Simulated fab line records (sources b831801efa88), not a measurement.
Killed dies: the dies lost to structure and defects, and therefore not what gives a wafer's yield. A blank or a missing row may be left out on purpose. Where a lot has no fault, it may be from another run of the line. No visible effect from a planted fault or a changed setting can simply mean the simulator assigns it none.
A lot that was struck, set against a sound lot :: flow sky130 :: 25 steps out of a route of 708
Sound: the wafers L463.2, L463.3, L463.6. Struck: wafers L477.2, L477.3, L477.5. The cause is named last.
For every step that has rows: the tool of each side, followed by ch and its chambers, followed by its first start. Under that, the readings that differ: sound wafers :: struck wafers :: difference of the means :: sigmas: that difference in standard deviations of wafers without a fault.
alike: readings whose means differ by less than 2 such deviations, and words and numbers that are the same on both sides. not compared: withheld readings, readings that some wafer has no value for, bounds like >300 that may hide the same value, and numbers for which the record gives no deviation and whose values overlap.
A row with sigmas, a row that says differs or no value, or rows on one side alone: a step with any of these is where the two part. Numbers that have no deviation but don't overlap get no sigmas and don't part them. A reading that every wafer of one side lacks parts them only if that side has two wafers or more.

first, 6 steps without rows for these wafers: SKY_LDD_HVP_HMDS_01 (prime time 60 s); SKY_LDD_HVP_COAT_02 (resist thk 300 nm); SKY_LDD_HVP_SOFTBAKE_03 (time 60 s); SKY_LDD_HVP_EXPOSE_04 (exposes mask HVPTM, target cd 700 nm); SKY_LDD_HVP_PEB_05; SKY_LDD_HVP_DEVELOP_06 (develop time 60 s).
SKY_LDD_HVP_OVL_MEAS_07:
  sound: overlay-01 at day 24 04:35; struck: overlay-01 at day 28 23:09
  alike: LDD_HVP_OVL
after that, 1 step had no rows for these wafers: SKY_LDD_HVP_IMPLANT_08.
SKY_LDD_HVP_STRIP_09: strips in O2/N2.
  sound on plasma_asher-02 ch 0, day 24 04:46; struck on plasma_asher-01 ch 1, day 28 23:20
  alike: drypump_motor_current_A, n2_flow_sccm, o2_flow_sccm, oes_product_au, strip_time_to_endpoint_s
  not compared: rf_hours_counter_h
SKY_LDD_HVP_TW_MEAS_10:
  sound: film_metro-03 at day 24 04:52; struck: film_metro-02 at day 28 23:26
  alike: LDD_HVP_TW
then, 2 steps without rows for these wafers: SKY_LDD_LDN_DEHYDRATE_00 (time 60 s); SKY_LDD_LDN_HMDS_01 (prime time 60 s).
SKY_LDD_LDN_COAT_02: resist thk 1140 nm.
  sound on litho_track-01 ch 0, day 24 19:10; struck on litho_track-03 ch 0, day 29 13:46
reading: model.NOVOLAK_of_LDD_LDN_COAT_02.thk_nm (nm)
sound: 1134 1134 1137
struck: 652.3 654.8 654.8
difference: -481.0
sigmas: 
then, 3 steps without rows for these wafers: SKY_LDD_LDN_SOFTBAKE_03 (time 60 s); SKY_LDD_LDN_EXPOSE_04 (exposes mask LDNTM, target cd 700 nm); SKY_LDD_LDN_PEB_05.
SKY_LDD_LDN_DEVELOP_06: develop time 60 s.
  sound on litho_track-02 ch 0, day 25 09:43; struck on litho_track-03 ch 0, day 30 03:04
reading: model.NOVOLAK_of_LDD_LDN_COAT_02.thk_nm (nm)
sound: 1133 1134 1136
struck: 651.9 654.4 654.4
difference: -480.8
sigmas: 
  alike: developer_temp_C
SKY_LDD_LDN_OVL_MEAS_07:
  sound: overlay-02 at day 25 09:51; struck: overlay-02 at day 30 03:11
  alike: LDD_LDN_OVL
then, 4 steps without rows for these wafers: SKY_LDD_LDN_IMPLANT_08; SKY_LDD_LDN_IMPLANT_09; SKY_LDD_LDN_IMPLANT_10; SKY_LDD_LDN_IMPLANT_11.
SKY_LDD_LDN_STRIP_12: strips in O2/N2.
  sound on plasma_asher-01 ch 0,1, day 25 10:29; struck on plasma_asher-01 ch 0,1, day 30 03:49
reading: oes_product_au (a.u.)
sound: 0.726 0.716 0.712
struck: 0.586 0.586 0.588
difference: -0.131
sigmas: -29

reading: strip_time_to_endpoint_s (s)
sound: 14.09 14.11 14.15
struck: 8.55 8.56 8.57
difference: -5.56
sigmas: -99 or more
  alike: drypump_motor_current_A, n2_flow_sccm, o2_flow_sccm
  not compared: rf_hours_counter_h
SKY_LDD_LDN_TW_MEAS_13:
  sound: film_metro-03 at day 25 10:35; struck: film_metro-04 at day 30 03:56
  alike: LDD_LDN_TW
-- record jumps: 20 days separate the struck wafers' starts on either side; left off in module LDD_LDN, taken up again in module PAD_OPEN, whose first shown step is the route's number 708 --
SKY_PAD_OPEN_PROBE_99:
  sound: prober-02 at day 47 13:07; struck: prober-02 at day 50 14:41
reading: killed_at_M4_up
sound: 4 3 2
struck: 7 7 7
difference: +4
sigmas: +2
  alike: killed_at_M0_to_M3, killed_at_contacts, killed_at_front_end, killed_at_other, killed_dies, killed_open, killed_short

## WHERE THEY PART
First at SKY_LDD_LDN_STRIP_12; last, within this record, at SKY_PAD_OPEN_PROBE_99.

WHY: whatever the simulator had introduced
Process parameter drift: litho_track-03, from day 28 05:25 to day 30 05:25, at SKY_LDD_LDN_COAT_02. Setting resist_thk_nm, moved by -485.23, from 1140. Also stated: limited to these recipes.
